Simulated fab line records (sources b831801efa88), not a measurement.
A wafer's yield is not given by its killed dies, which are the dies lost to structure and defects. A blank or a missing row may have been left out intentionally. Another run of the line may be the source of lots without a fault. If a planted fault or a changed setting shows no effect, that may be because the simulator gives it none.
The tool behind it: which one?	flow gf180mcu	Sampling: 24 lots, 72 wafers, 6 of 602 route steps

## WHAT EACH GAUGE READ, for each wafer
No reading from a measuring or inspecting step in the record can be judged against a usual standard deviation.

## EACH LOT AND THE TOOL THAT RAN IT (in order: tool; ch and the chambers of the sampled wafers; start)
lot	GF_CONTACT_ETCH_16	GF_CONTACT_ETCH_17	GF_M1_SPUTTER_02	GF_M3_SPUTTER_03	GF_V3_CVD_23	GF_M4_SPUTTER_03
L074	rie diel-03 ch 0,1, day 15 16:08	rie diel-03 ch 0,1, day 15 17:25 or earlier	pvd sputter-04, day 15 17:25	pvd sputter-01, day 19 20:35	cvd w-02 ch 0, day 21 23:29	pvd sputter-03, day 22 00:14
L075	rie diel-03 ch 0,3, day 16 01:55	rie diel-03 ch 0,3, day 16 03:11 or earlier	pvd sputter-02, day 16 03:11	pvd sputter-02, day 20 07:19	cvd w-02 ch 0, day 22 08:17	pvd sputter-02, day 22 09:08
L076	rie diel-03 ch 0,1, day 16 11:07	rie diel-03 ch 0,1, day 16 12:23 or earlier	pvd sputter-01, day 16 12:23	pvd sputter-04, day 20 18:20	cvd w-02 ch 0,1, day 22 19:32	pvd sputter-01, day 22 20:17
L077	rie diel-03 ch 0,1,2, day 16 21:43	rie diel-03 ch 0,1,2, day 16 23:08 or earlier	pvd sputter-02, day 16 23:08	pvd sputter-02, day 21 06:26	cvd w-01 ch 0,1, day 23 07:38	pvd sputter-01, day 23 08:23
L078	rie diel-03 ch 0,2, day 17 09:43	rie diel-03 ch 0,2, day 17 10:59 or earlier	pvd sputter-01, day 17 10:59	pvd sputter-01, day 21 17:10	cvd w-02 ch 0,1, day 23 18:23	pvd sputter-02, day 23 19:08
L079	rie diel-03 ch 2,3, day 17 12:25	rie diel-03 ch 2,3, day 17 13:51 or earlier	pvd sputter-04, day 17 13:51	pvd sputter-02, day 21 21:07	cvd w-01 ch 0,1, day 23 22:05	pvd sputter-02, day 23 22:47
L080	rie diel-03 ch 1,2,3, day 18 04:10	rie diel-03 ch 1,2,3, day 18 05:27 or earlier	pvd sputter-02, day 18 05:27	pvd sputter-04, day 22 09:26	cvd w-01 ch 0, day 24 10:31	pvd sputter-02, day 24 11:16
L082	rie diel-01 ch 0,2,3, day 18 20:04	rie diel-01 ch 0,2,3, day 18 21:20 or earlier	pvd sputter-02, day 18 21:20	pvd sputter-04, day 23 02:05	cvd w-02 ch 0,1, day 25 00:38	pvd sputter-01, day 25 01:23
L081	rie diel-01 ch 0,2, day 19 00:37	rie diel-01 ch 0,2, day 19 01:53 or earlier	pvd sputter-04, day 19 01:53	pvd sputter-01, day 23 07:38	cvd w-01 ch 0,1, day 25 06:32	pvd sputter-01, day 25 07:17
L083	rie diel-03 ch 0,3, day 19 09:29	rie diel-03 ch 0,3, day 19 10:47 or earlier	pvd sputter-02, day 19 10:47	pvd sputter-02, day 23 15:08	cvd w-01 ch 0,1, day 25 13:35	pvd sputter-02, day 25 14:20
L084	rie diel-02 ch 0,2,3, day 20 13:55	rie diel-02 ch 0,2,3, day 20 15:21 or earlier	pvd sputter-04, day 20 15:21	pvd sputter-01, day 24 18:08	cvd w-02 ch 0,1, day 26 15:32	pvd sputter-03, day 26 16:17
L085	rie diel-02 ch 0,2, day 21 00:22	rie diel-02 ch 0,2, day 21 01:44 or earlier	pvd sputter-01, day 21 01:44	pvd sputter-04, day 25 02:53	cvd w-02 ch 0,1, day 26 23:53	pvd sputter-02, day 27 00:38
L087	rie diel-01 ch 1,2, day 21 04:34	rie diel-01 ch 1,2, day 21 05:50 or earlier	pvd sputter-01, day 21 05:50	pvd sputter-04, day 25 06:29	cvd w-02 ch 0, day 27 02:42	pvd sputter-01, day 27 03:28
L086	rie diel-01 ch 1,3, day 21 05:43	rie diel-01 ch 1,3, day 21 06:59 or earlier	pvd sputter-01, day 21 06:59	pvd sputter-01, day 25 08:55	cvd w-02 ch 0,1, day 27 05:14	pvd sputter-03, day 27 05:59
L089	rie diel-03 ch 1,2, day 21 23:32	rie diel-03 ch 1,2, day 22 00:49 or earlier	pvd sputter-02, day 22 00:49	pvd sputter-04, day 26 00:44	cvd w-01 ch 0,1, day 27 20:04	pvd sputter-01, day 27 20:50
L088	rie diel-03 ch 0,1,2, day 22 06:37	rie diel-03 ch 0,1,2, day 22 07:58 or earlier	pvd sputter-04, day 22 07:58	pvd sputter-01, day 26 06:42	cvd w-02 ch 0,1, day 28 01:25	pvd sputter-03, day 28 02:08
L091	rie diel-03 ch 1,2, day 22 12:05	rie diel-03 ch 1,2, day 22 13:22 or earlier	pvd sputter-01, day 22 13:22	pvd sputter-01, day 26 11:58	cvd w-02 ch 0,1, day 28 07:09	pvd sputter-01, day 28 07:55
L090	rie diel-01 ch 0,1,3, day 22 13:43	rie diel-01 ch 0,1,3, day 22 15:00 or earlier	pvd sputter-02, day 22 15:00	pvd sputter-01, day 26 13:41	cvd w-02 ch 0,1, day 28 09:13	pvd sputter-01, day 28 09:58
L092	rie diel-03 ch 0,1,2, day 22 18:04	rie diel-03 ch 0,1,2, day 22 19:20 or earlier	pvd sputter-02, day 22 19:20	pvd sputter-02, day 26 16:53	cvd w-02 ch 0, day 28 11:48	pvd sputter-03, day 28 12:33
L094	rie diel-01 ch 0,1,2, day 23 01:34	rie diel-01 ch 0,1,2, day 23 02:52 or earlier	pvd sputter-01, day 23 02:52	pvd sputter-01, day 27 00:06	cvd w-01 ch 0,1, day 28 17:13	pvd sputter-03, day 28 17:58
L093	rie diel-02 ch 0,1,2, day 23 08:43	rie diel-02 ch 0,1,2, day 23 10:00 or earlier	pvd sputter-04, day 23 10:00	pvd sputter-02, day 27 06:35	cvd w-02 ch 0,1, day 28 23:07	pvd sputter-01, day 28 23:52
L095	rie diel-03 ch 0,2,3, day 23 16:29	rie diel-03 ch 0,2,3, day 23 17:46 or earlier	pvd sputter-01, day 23 17:46	pvd sputter-02, day 27 13:20	cvd w-01 ch 0,1, day 29 06:32	pvd sputter-03, day 29 07:17
L096	rie diel-01 ch 0,2, day 23 22:08	rie diel-01 ch 0,2, day 23 23:25 or earlier	pvd sputter-01, day 23 23:25	pvd sputter-04, day 27 18:28	cvd w-01 ch 0,1, day 29 11:29	pvd sputter-01, day 29 12:14
L097	rie diel-01 ch 0,2, day 24 04:31	rie diel-01 ch 0,2, day 24 05:47 or earlier	pvd sputter-02, day 24 05:47	pvd sputter-02, day 27 23:53	cvd w-02 ch 0,1, day 29 16:56	pvd sputter-01, day 29 17:39
- GF_CONTACT_ETCH_16: etches BARC in N2/H2.
- GF_CONTACT_ETCH_17: etches SiO2 in C4F8/O2/Ar, stops on CoSi2, target depth 860 nm.
- GF_M1_SPUTTER_02: material AlCu, target thk 450 nm, time 23.9 s.
- GF_M3_SPUTTER_03: material Ti, target thk 10 nm, time 6.7 s.
- GF_V3_CVD_23: deposits W, target thk 350 nm, time 104.9 s.
- GF_M4_SPUTTER_03: material Ti, target thk 10 nm, time 6.7 s.

## AS READ BY THE TOOLS THEMSELVES (means over the sampled wafers that have a number; for cases with no such wafer, the mark the record gives instead)
GF_CONTACT_ETCH_16. Usual: drypump motor current A 5.7 A, standard deviation 0.48; oes product au 0.853 a.u., standard deviation 0.0054; throttle valve pct 13.224 %, standard deviation 0.0093.
lot	tool	drypump motor current A (A)	oes product au (a.u.)	throttle valve pct (%)	flag
L074	rie diel-03	6.1	0.856	13.221	
L075	rie diel-03	5.3	0.857	13.228	
L076	rie diel-03	6.0	0.854	13.220	
L077	rie diel-03	5.9	0.854	13.234	
L078	rie diel-03	6.0	0.853	13.225	
L079	rie diel-03	5.0	0.858	13.221	
L080	rie diel-03	5.3	0.858	13.227	
L082	rie diel-01	5.6	0.854	13.237	
L081	rie diel-01	5.6	0.859	13.220	
L083	rie diel-03	5.4	0.849	13.221	
L084	rie diel-02	6.0	0.853	13.230	
L085	rie diel-02	6.0	0.854	13.218	
L087	rie diel-01	5.8	0.849	13.228	
L086	rie diel-01	5.8	0.852	13.218	
L089	rie diel-03	5.7	0.861	13.228	
L088	rie diel-03	5.9	0.848	13.232	
L091	rie diel-03	5.7	0.849	13.235	
L090	rie diel-01	5.7	0.857	13.223	
L092	rie diel-03	5.9	0.853	13.216	
L094	rie diel-01	5.8	0.850	13.218	
L093	rie diel-02	5.9	0.852	13.228	
L095	rie diel-03	5.5	0.853	13.227	
L096	rie diel-01	5.8	0.848	13.225	
L097	rie diel-01	5.8	0.852	13.221	

GF_CONTACT_ETCH_17. Usual: 0.813 a.u. for oes product au, sd 0.005.
lot	tool	oes product au (a.u.)	flag
L074	rie diel-03	0.812	
L075	rie diel-03	0.812	
L076	rie diel-03	0.815	
L077	rie diel-03	0.813	
L078	rie diel-03	0.817	
L079	rie diel-03	0.817	
L080	rie diel-03	0.814	
L082	rie diel-01	0.819	
L081	rie diel-01	0.814	
L083	rie diel-03	0.813	
L084	rie diel-02	0.816	
L085	rie diel-02	0.814	
L087	rie diel-01	0.816	
L086	rie diel-01	0.811	
L089	rie diel-03	0.812	
L088	rie diel-03	0.814	
L091	rie diel-03	0.813	
L090	rie diel-01	0.806	
L092	rie diel-03	0.814	
L094	rie diel-01	0.818	
L093	rie diel-02	0.807	
L095	rie diel-03	0.815	
L096	rie diel-01	0.810	
L097	rie diel-01	0.820	

GF_M1_SPUTTER_02. Usual: 29.9 % for throttle valve pct, sd 0.87.
lot	tool	throttle valve pct (%)	flag
L074	pvd sputter-04	30.1	
L075	pvd sputter-02	29.3	
L076	pvd sputter-01	29.7	
L077	pvd sputter-02	29.6	
L078	pvd sputter-01	30.2	
L079	pvd sputter-04	30.5	
L080	pvd sputter-02	29.9	
L082	pvd sputter-02	29.2	
L081	pvd sputter-04	30.1	
L083	pvd sputter-02	29.9	
L084	pvd sputter-04	29.8	
L085	pvd sputter-01	30.6	
L087	pvd sputter-01	30.5	
L086	pvd sputter-01	30.0	
L089	pvd sputter-02	30.6	
L088	pvd sputter-04	29.6	
L091	pvd sputter-01	30.0	
L090	pvd sputter-02	29.1	
L092	pvd sputter-02	29.5	
L094	pvd sputter-01	30.4	
L093	pvd sputter-04	29.6	
L095	pvd sputter-01	29.6	
L096	pvd sputter-01	30.5	
L097	pvd sputter-02	29.9	

GF_M3_SPUTTER_03. Usual: 29.9 % for throttle valve pct, sd 0.85.
lot	tool	throttle valve pct (%)	flag
L074	pvd sputter-01	30.1	
L075	pvd sputter-02	29.9	
L076	pvd sputter-04	29.7	
L077	pvd sputter-02	29.9	
L078	pvd sputter-01	29.6	
L079	pvd sputter-02	29.4	
L080	pvd sputter-04	29.5	
L082	pvd sputter-04	29.8	
L081	pvd sputter-01	30.6	
L083	pvd sputter-02	29.6	
L084	pvd sputter-01	30.6	
L085	pvd sputter-04	29.8	
L087	pvd sputter-04	29.4	
L086	pvd sputter-01	29.5	
L089	pvd sputter-04	29.8	
L088	pvd sputter-01	30.4	
L091	pvd sputter-01	30.7	
L090	pvd sputter-01	29.9	
L092	pvd sputter-02	30.1	
L094	pvd sputter-01	30.0	
L093	pvd sputter-02	29.1	
L095	pvd sputter-02	29.5	
L096	pvd sputter-04	30.2	
L097	pvd sputter-02	29.2	

GF_V3_CVD_23. Usual: 902 W for heater power w, sd 75.
lot	tool	heater power w (W)	flag
L074	cvd w-02	880	
L075	cvd w-02	884	
L076	cvd w-02	850	
L077	cvd w-01	979	
L078	cvd w-02	844	
L079	cvd w-01	941	
L080	cvd w-01	1027	
L082	cvd w-02	856	
L081	cvd w-01	990	
L083	cvd w-01	931	
L084	cvd w-02	851	
L085	cvd w-02	862	
L087	cvd w-02	896	
L086	cvd w-02	873	
L089	cvd w-01	996	
L088	cvd w-02	866	
L091	cvd w-02	869	
L090	cvd w-02	845	
L092	cvd w-02	892	
L094	cvd w-01	1008	
L093	cvd w-02	848	
L095	cvd w-01	952	
L096	cvd w-01	951	
L097	cvd w-02	857	

GF_M4_SPUTTER_03. Usual: 29.8 % for throttle valve pct, sd 0.95.
lot	tool	throttle valve pct (%)	flag
L074	pvd sputter-03	29.7	
L075	pvd sputter-02	29.8	
L076	pvd sputter-01	29.8	
L077	pvd sputter-01	29.9	
L078	pvd sputter-02	29.1	
L079	pvd sputter-02	29.1	
L080	pvd sputter-02	29.8	
L082	pvd sputter-01	29.9	
L081	pvd sputter-01	30.5	
L083	pvd sputter-02	29.6	
L084	pvd sputter-03	29.4	
L085	pvd sputter-02	30.0	
L087	pvd sputter-01	29.6	
L086	pvd sputter-03	28.6	
L089	pvd sputter-01	30.2	
L088	pvd sputter-03	28.8	
L091	pvd sputter-01	30.5	
L090	pvd sputter-01	30.3	
L092	pvd sputter-03	29.6	
L094	pvd sputter-03	30.1	
L093	pvd sputter-01	30.5	
L095	pvd sputter-03	28.9	
L096	pvd sputter-01	30.5	
L097	pvd sputter-01	30.4	

## THE ANSWER, worked out from the rows above alone
Rule: a lot counts as off when the mean over its wafers that have a number is more than 3 standard deviations away from the usual mean. Also off: a lot with no number at a reading for which 4 or more lots have one. The other lots that the step has rows for count as sound. The gauges are gone through in route order, then the tools' own readings, and for those a lot's mean is taken as printed above. The first step at which some lot is off is used, and at that step the reading that is off furthest; a lot without a number counts as furthest.
No lot is off at any reading shown: from this, nothing can be told.

## WHAT THE SIMULATOR PUT IN
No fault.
